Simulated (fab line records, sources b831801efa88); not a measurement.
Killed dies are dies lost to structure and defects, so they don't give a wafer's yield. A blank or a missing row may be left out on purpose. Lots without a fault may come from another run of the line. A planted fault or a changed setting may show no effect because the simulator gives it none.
Chamber matching | flow gf180mcu | GF_V3_CMP_04 on cmp-02: 4 sister chambers
The step polishes SiO2. 8 wafers are shown with their chamber, then 8 later ones without.

WAFERS WITH THEIR CHAMBER
wafer  | chamber | motor_current_A (A) | time_to_endpoint_s (s)
L420.4 | 0       | 12.9                | 86
L421.4 | 0       | 12.5                | 69
L423.2 | 2       | 12.1                | 76
L423.6 | 1       | 12.5                | 89
L424.1 | 1       | 12.6                | 85
L424.4 | 3       | 13.2                | 75
L424.5 | 2       | 12.1                | 88
L434.1 | 3       | 12.9                | 79

WAFERS WITHOUT THEIR CHAMBER
wafer  | motor_current_A (A) | time_to_endpoint_s (s)
L434.2 | 12.2                | 70
L434.6 | 11.6                | 89
L437.4 | 11.7                | 91
L437.5 | 13.0                | 68
L437.6 | 12.0                | 88
L438.1 | 12.5                | 78
L438.3 | 13.1                | 75
L438.5 | 12.5                | 79

WHICH CHAMBER EACH WENT THROUGH
wafer  | from the rows above               | in truth
L434.2 | can't be placed: 2 or 0 or 1      | 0
L434.6 | 2                                 | 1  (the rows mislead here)
L437.4 | 2                                 | 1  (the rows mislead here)
L437.5 | can't be placed: 3 or 0           | 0
L437.6 | 2                                 | 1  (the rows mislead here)
L438.1 | can't be placed: 0 or 1 or 2 or 3 | 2
L438.3 | can't be placed: 3 or 0           | 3
L438.5 | can't be placed: 1 or 0 or 2 or 3 | 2
Placed correctly: 0 of 8. Can't be placed from these rows: 5 (the true chamber is among the candidates in 5). Placed wrongly: 3.
How it was worked out, from the rows above alone: a wafer's distance from a chamber is the root of the sum, over the readings, of the square of ((its reading less the chamber's mean) divided by the reading's scatter). The wafer belongs to the nearest chamber; if the next one is less than 2 further off, it can't be placed. A chamber's mean is the mean of its shown wafers. The scatter: the root of (the sum of the squares of (reading less its chamber's mean) over the shown wafers, divided by (wafers less chambers)).
